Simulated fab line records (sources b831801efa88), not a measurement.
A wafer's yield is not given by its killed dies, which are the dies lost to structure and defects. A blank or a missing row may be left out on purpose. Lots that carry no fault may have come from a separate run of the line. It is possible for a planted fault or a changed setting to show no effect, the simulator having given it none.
Chamber matching || flow gf180mcu || 4 sister chambers for GF_V2_CMP_04 on cmp-02
The step polishes SiO2. 14 wafers are shown with their chamber, then 7 later ones without.

== WAFERS, EACH WITH ITS CHAMBER ==
{"wafer": "L775.1", "chamber": 0, "motor current A (A)": 10.8, "retaining ring pressure frac": 1.002, "time to endpoint s (s)": 63}
{"wafer": "L775.2", "chamber": 2, "motor current A (A)": 11.8, "retaining ring pressure frac": 1.002, "time to endpoint s (s)": 71}
{"wafer": "L775.6", "chamber": 3, "motor current A (A)": 12.4, "retaining ring pressure frac": 1.000, "time to endpoint s (s)": 78}
{"wafer": "L782.2", "chamber": 1, "motor current A (A)": 12.6, "retaining ring pressure frac": 1.001, "time to endpoint s (s)": 75}
{"wafer": "L782.5", "chamber": 3, "motor current A (A)": 13.3, "retaining ring pressure frac": 1.006, "time to endpoint s (s)": 80}
{"wafer": "L782.6", "chamber": 0, "motor current A (A)": 11.5, "retaining ring pressure frac": 1.000, "time to endpoint s (s)": 73}
{"wafer": "L783.1", "chamber": 2, "motor current A (A)": 11.8, "retaining ring pressure frac": 1.004, "time to endpoint s (s)": 67}
{"wafer": "L783.2", "chamber": 3, "motor current A (A)": 12.6, "retaining ring pressure frac": 1.006, "time to endpoint s (s)": 72}
{"wafer": "L783.3", "chamber": 1, "motor current A (A)": 12.5, "retaining ring pressure frac": 0.999, "time to endpoint s (s)": 72}
{"wafer": "L784.3", "chamber": 1, "motor current A (A)": 12.9, "retaining ring pressure frac": 0.996, "time to endpoint s (s)": 74}
{"wafer": "L784.4", "chamber": 2, "motor current A (A)": 11.7, "retaining ring pressure frac": 1.008, "time to endpoint s (s)": 72}
{"wafer": "L784.5", "chamber": 2, "motor current A (A)": 11.3, "retaining ring pressure frac": 1.006, "time to endpoint s (s)": 80}
{"wafer": "L785.1", "chamber": 1, "motor current A (A)": 12.4, "retaining ring pressure frac": 1.000, "time to endpoint s (s)": 73}
{"wafer": "L785.2", "chamber": 0, "motor current A (A)": 11.8, "retaining ring pressure frac": 1.006, "time to endpoint s (s)": 69}

SIGNATURES (means of the wafers above)
{"reading": "motor current A", "chamber 0": 11.367, "chamber 1": 12.600, "chamber 2": 11.650, "chamber 3": 12.767, "scatter within a chamber": 0.358}
{"reading": "retaining ring pressure frac", "chamber 0": 1.00267, "chamber 1": 0.99900, "chamber 2": 1.00500, "chamber 3": 1.00400, "scatter within a chamber": 0.00277}
{"reading": "time to endpoint s", "chamber 0": 68.33, "chamber 1": 73.50, "chamber 2": 72.50, "chamber 3": 76.67, "scatter within a chamber": 4.23}
Rule: for each reading, subtract the chamber's mean from the wafer's reading, divide by that reading's scatter and square the result; add these up over the readings and take the root, which gives the wafer's distance from the chamber. If the next closest chamber is less than 2 further off than the closest, the wafer can't be placed; otherwise it belongs to the closest. The scatter: the root of (the sum of the squares of (reading less its chamber's mean) over the shown wafers, divided by (wafers less chambers)).

== WAFERS WHOSE CHAMBER IS MISSING ==
{"wafer": "L785.4", "motor current A (A)": 10.7, "retaining ring pressure frac": 0.995, "time to endpoint s (s)": 73}
{"wafer": "L786.1", "motor current A (A)": 12.3, "retaining ring pressure frac": 0.998, "time to endpoint s (s)": 70}
{"wafer": "L786.4", "motor current A (A)": 11.9, "retaining ring pressure frac": 0.999, "time to endpoint s (s)": 78}
{"wafer": "L786.6", "motor current A (A)": 12.3, "retaining ring pressure frac": 1.004, "time to endpoint s (s)": 85}
{"wafer": "L789.1", "motor current A (A)": 12.0, "retaining ring pressure frac": 0.999, "time to endpoint s (s)": 79}
{"wafer": "L789.3", "motor current A (A)": 11.0, "retaining ring pressure frac": 1.005, "time to endpoint s (s)": 81}
{"wafer": "L789.4", "motor current A (A)": 13.0, "retaining ring pressure frac": 1.000, "time to endpoint s (s)": 87}

== THE CHAMBER EACH PASSED THROUGH ==
{"wafer": "L785.4", "from the rows above": "can't be placed: 0 or 2 or 1", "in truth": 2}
{"wafer": "L786.1", "from the rows above": "can't be placed: 1 or 3 or 0 or 2", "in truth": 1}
{"wafer": "L786.4", "from the rows above": "can't be placed: 1 or 2 or 0 or 3", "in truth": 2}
{"wafer": "L786.6", "from the rows above": "can't be placed: 3 or 1 or 2", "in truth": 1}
{"wafer": "L789.1", "from the rows above": "can't be placed: 1 or 2 or 3 or 0", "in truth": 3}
{"wafer": "L789.3", "from the rows above": "can't be placed: 2 or 0", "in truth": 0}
{"wafer": "L789.4", "from the rows above": "can't be placed: 3 or 1", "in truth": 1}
Placed correctly: 0 of 7. Not placeable from these rows: 7 (in 7, the candidates include the true chamber). Number placed wrongly: 0.
